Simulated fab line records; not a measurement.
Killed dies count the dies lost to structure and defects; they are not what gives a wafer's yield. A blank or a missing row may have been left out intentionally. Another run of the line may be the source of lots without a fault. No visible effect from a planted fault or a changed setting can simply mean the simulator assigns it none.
Lot-split experiment :: flow sfq line :: 23 wafers read across 5 lots, on a route 325 steps long

ABOUT THE SPLIT
At SFQ_TRILAYER_M2_LITHO_COAT_057 (resist thk 600 nm), the setting spin rpm was moved away from the recipe's 3000 rpm on 12 of the 23 wafers read, by -6.1% to -2.6%. The other wafers ran this setting at the recipe's value.

FROM THE SPLIT TO THE READING: what the file shows between them, 3 steps
- SFQ_TRILAYER_M2_LITHO_SOFTBAKE_061
- SFQ_TRILAYER_M2_LITHO_EXPOSE_058: exposes mask M2, target cd 500 nm
- SFQ_TRILAYER_M2_LITHO_DEVELOP_059: time 60 s

THE READING
KrF_of_TRILAYER_M2_LITHO_COAT_057.thk nm (the simulator's own value, which no gauge read), in nm, at SFQ_TRILAYER_M2_BARC_OPEN_METAL_ETCH_077 (etches BARC in O2, target depth 125 nm, time 41.7 s). There is no usual value for it anywhere in the file. The 11 wafers here that ran the recipe average 523.2 nm, standard deviation 1.8 nm.

wafer: L078.1
tool, chamber at the split: litho track-04, 0
spin rpm as run, rpm: 3000
against the recipe: recipe
KrF_of_TRILAYER_M2_LITHO_COAT_057.thk nm, nm: 522.2
against lot-mates on the recipe: -

wafer: L078.3
tool, chamber at the split: litho track-04, 0
spin rpm as run, rpm: 2816
against the recipe: -6.1%
KrF_of_TRILAYER_M2_LITHO_COAT_057.thk nm, nm: 541.3
against lot-mates on the recipe: +19.2

wafer: L078.4
tool, chamber at the split: litho track-04, 0
spin rpm as run, rpm: 2816
against the recipe: -6.1%
KrF_of_TRILAYER_M2_LITHO_COAT_057.thk nm, nm: 539
against lot-mates on the recipe: +16.9

wafer: L078.5
tool, chamber at the split: litho track-04, 0
spin rpm as run, rpm: 3000
against the recipe: recipe
KrF_of_TRILAYER_M2_LITHO_COAT_057.thk nm, nm: 522
against lot-mates on the recipe: -

wafer: L078.6
tool, chamber at the split: litho track-04, 0
spin rpm as run, rpm: 2816
against the recipe: -6.1%
KrF_of_TRILAYER_M2_LITHO_COAT_057.thk nm, nm: 537.9
against lot-mates on the recipe: +15.8

wafer: L079.3
tool, chamber at the split: litho track-01, 0
spin rpm as run, rpm: 3000
against the recipe: recipe
KrF_of_TRILAYER_M2_LITHO_COAT_057.thk nm, nm: 520.8
against lot-mates on the recipe: -

wafer: L079.4
tool, chamber at the split: litho track-01, 0
spin rpm as run, rpm: 3000
against the recipe: recipe
KrF_of_TRILAYER_M2_LITHO_COAT_057.thk nm, nm: 523.6
against lot-mates on the recipe: -

wafer: L079.5
tool, chamber at the split: litho track-01, 0
spin rpm as run, rpm: 3000
against the recipe: recipe
KrF_of_TRILAYER_M2_LITHO_COAT_057.thk nm, nm: 521
against lot-mates on the recipe: -

wafer: L081.1
tool, chamber at the split: litho track-04, 0
spin rpm as run, rpm: 2904
against the recipe: -3.2%
KrF_of_TRILAYER_M2_LITHO_COAT_057.thk nm, nm: 533
against lot-mates on the recipe: +10.7

wafer: L081.3
tool, chamber at the split: litho track-04, 0
spin rpm as run, rpm: 2904
against the recipe: -3.2%
KrF_of_TRILAYER_M2_LITHO_COAT_057.thk nm, nm: 535
against lot-mates on the recipe: +12.7

wafer: L081.4
tool, chamber at the split: litho track-04, 0
spin rpm as run, rpm: 3000
against the recipe: recipe
KrF_of_TRILAYER_M2_LITHO_COAT_057.thk nm, nm: 522.8
against lot-mates on the recipe: -

wafer: L081.5
tool, chamber at the split: litho track-04, 0
spin rpm as run, rpm: 2904
against the recipe: -3.2%
KrF_of_TRILAYER_M2_LITHO_COAT_057.thk nm, nm: 534.9
against lot-mates on the recipe: +12.6

wafer: L081.6
tool, chamber at the split: litho track-04, 0
spin rpm as run, rpm: 3000
against the recipe: recipe
KrF_of_TRILAYER_M2_LITHO_COAT_057.thk nm, nm: 521.8
against lot-mates on the recipe: -

wafer: L083.1
tool, chamber at the split: litho track-02, 0
spin rpm as run, rpm: 3000
against the recipe: recipe
KrF_of_TRILAYER_M2_LITHO_COAT_057.thk nm, nm: 526.4
against lot-mates on the recipe: -

wafer: L083.2
tool, chamber at the split: litho track-02, 0
spin rpm as run, rpm: 2922
against the recipe: -2.6%
KrF_of_TRILAYER_M2_LITHO_COAT_057.thk nm, nm: 534.1
against lot-mates on the recipe: +7.9

wafer: L083.3
tool, chamber at the split: litho track-02, 0
spin rpm as run, rpm: 3000
against the recipe: recipe
KrF_of_TRILAYER_M2_LITHO_COAT_057.thk nm, nm: 526.1
against lot-mates on the recipe: -

wafer: L083.5
tool, chamber at the split: litho track-02, 0
spin rpm as run, rpm: 2922
against the recipe: -2.6%
KrF_of_TRILAYER_M2_LITHO_COAT_057.thk nm, nm: 534.7
against lot-mates on the recipe: +8.5

wafer: L083.6
tool, chamber at the split: litho track-02, 0
spin rpm as run, rpm: 2922
against the recipe: -2.6%
KrF_of_TRILAYER_M2_LITHO_COAT_057.thk nm, nm: 533.8
against lot-mates on the recipe: +7.5

wafer: L085.1
tool, chamber at the split: litho track-04, 0
spin rpm as run, rpm: 3000
against the recipe: recipe
KrF_of_TRILAYER_M2_LITHO_COAT_057.thk nm, nm: 524.8
against lot-mates on the recipe: -

wafer: L085.3
tool, chamber at the split: litho track-04, 0
spin rpm as run, rpm: 2875
against the recipe: -4.2%
KrF_of_TRILAYER_M2_LITHO_COAT_057.thk nm, nm: 537.6
against lot-mates on the recipe: +13.3

wafer: L085.4
tool, chamber at the split: litho track-04, 0
spin rpm as run, rpm: 2875
against the recipe: -4.2%
KrF_of_TRILAYER_M2_LITHO_COAT_057.thk nm, nm: 536.1
against lot-mates on the recipe: +11.8

wafer: L085.5
tool, chamber at the split: litho track-04, 0
spin rpm as run, rpm: 2875
against the recipe: -4.2%
KrF_of_TRILAYER_M2_LITHO_COAT_057.thk nm, nm: 534.1
against lot-mates on the recipe: +9.8

wafer: L085.6
tool, chamber at the split: litho track-04, 0
spin rpm as run, rpm: 3000
against the recipe: recipe
KrF_of_TRILAYER_M2_LITHO_COAT_057.thk nm, nm: 523.8
against lot-mates on the recipe: -

FIT RESULTS
A straight line over all 23 wafers: KrF_of_TRILAYER_M2_LITHO_COAT_057.thk nm changes by -2.86 nm for each +1% of spin rpm; r = -0.95; the points scatter about the line by 2.2 nm.
The same after taking each lot's own level away (the mean of its wafers on the recipe; 23 wafers): -2.91 nm for each +1%; r = -0.98; scatter 1.4 nm.
The reading moves by 18 nm for the largest change in spin rpm, on that fit.
The lots' own levels span 521.80 to 526.25 nm, that is 2.4 times the standard deviation above.
The two slopes agree, so the slope changes little with the lot-to-lot level.
Check: for one of the wafers moved furthest among these (-6.1%), held out of the fit, the line's prediction against its lot-mates is +17.9 nm. Against them it came out at +19.2 nm.

FURTHER SPLITS ON THESE WAFERS
These wafers also went through other splits before the reading. Each is held against what the fit with the lots' levels taken away leaves over:
other split on the same wafers: SFQ_TRILAYER_I1_VIA_LITHO_EXPOSE_050 dose mj
wafers away from the commonest value: 8
r with KrF_of_TRILAYER_M2_LITHO_COAT_057.thk nm (lot level and that fit taken away): +0.03

other split on the same wafers: SFQ_TRILAYER_I1_VIA_BARC_OPEN_VIA_ETCH_071 bias w
wafers away from the commonest value: 7
r with KrF_of_TRILAYER_M2_LITHO_COAT_057.thk nm (lot level and that fit taken away): -0.29

other split on the same wafers: SFQ_TRILAYER_M2_LITHO_COAT_062 spin rpm
wafers away from the commonest value: 5
r with KrF_of_TRILAYER_M2_LITHO_COAT_057.thk nm (lot level and that fit taken away): -0.07

THE WHOLE CHAIN: every reading that the file lists as answering this split, in the file's order
step: SFQ_TRILAYER_M2_LITHO_COAT_057
what it does: resist thk 600 nm
reading: KrF_of_TRILAYER_M2_LITHO_COAT_057.thk nm (the simulator's own value, which no gauge read)
change (the file's fit): -2.94 nm for each +1% of the setting
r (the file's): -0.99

step: SFQ_TRILAYER_M2_BARC_OPEN_METAL_ETCH_077
what it does: etches BARC in O2, target depth 125 nm, time 41.7 s
reading: KrF_of_TRILAYER_M2_LITHO_COAT_057.thk nm (the simulator's own value, which no gauge read)
change (the file's fit): -2.97 nm for each +1% of the setting
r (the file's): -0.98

FILE'S OWN FIT
KrF_of_TRILAYER_M2_LITHO_COAT_057.thk nm changes by -2.97 nm for each +1% of spin rpm, r = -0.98.
